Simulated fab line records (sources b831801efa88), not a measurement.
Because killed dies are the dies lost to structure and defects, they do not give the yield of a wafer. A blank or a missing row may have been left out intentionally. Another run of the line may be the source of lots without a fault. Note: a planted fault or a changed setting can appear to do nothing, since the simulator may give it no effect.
Chamber matching / flow gf180mcu / 3 sister chambers for GF_V1_CVD_00 on hdpcvd-01
The step deposits SiO2, target thk 600 nm, time 100 s. 3 wafers are shown with their chamber, then 7 later ones without.

## EACH WAFER AND ITS CHAMBER
wafer=L376.6; chamber=0; sih4_flow_sccm (sccm)=60.42
wafer=L378.4; chamber=1; sih4_flow_sccm (sccm)=60.00
wafer=L380.1; chamber=2; sih4_flow_sccm (sccm)=60.17

## WAFERS MISSING THEIR CHAMBER
wafer=L380.5; sih4_flow_sccm (sccm)=59.91
wafer=L392.1; sih4_flow_sccm (sccm)=59.99
wafer=L392.4; sih4_flow_sccm (sccm)=60.19
wafer=L392.5; sih4_flow_sccm (sccm)=59.91
wafer=L394.2; sih4_flow_sccm (sccm)=59.93
wafer=L394.3; sih4_flow_sccm (sccm)=60.04
wafer=L394.6; sih4_flow_sccm (sccm)=59.88

## CHAMBER TAKEN BY EACH
wafer=L380.5; from the rows above=1; in truth=1
wafer=L392.1; from the rows above=1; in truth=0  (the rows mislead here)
wafer=L392.4; from the rows above=2; in truth=2
wafer=L392.5; from the rows above=1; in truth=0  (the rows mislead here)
wafer=L394.2; from the rows above=1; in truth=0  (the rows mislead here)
wafer=L394.3; from the rows above=can't be placed: 1 or 2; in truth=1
wafer=L394.6; from the rows above=1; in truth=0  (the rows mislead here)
Correctly placed: 2 of 7. These rows do not allow placing 1 (true chamber among the candidates in 1). Number placed wrongly: 4.
How it was worked out, from the rows above alone: a wafer's distance from a chamber is the root of the sum, over the readings, of the square of ((its reading less the chamber's mean) divided by the reading's scatter). If the next closest chamber is less than 2 further off than the closest, the wafer can't be placed; otherwise it belongs to the closest. A chamber's mean is the mean of its shown wafers. The scatter: with one shown wafer a chamber, the root of the mean of the squares of how far each hidden wafer lies from its nearest shown one.
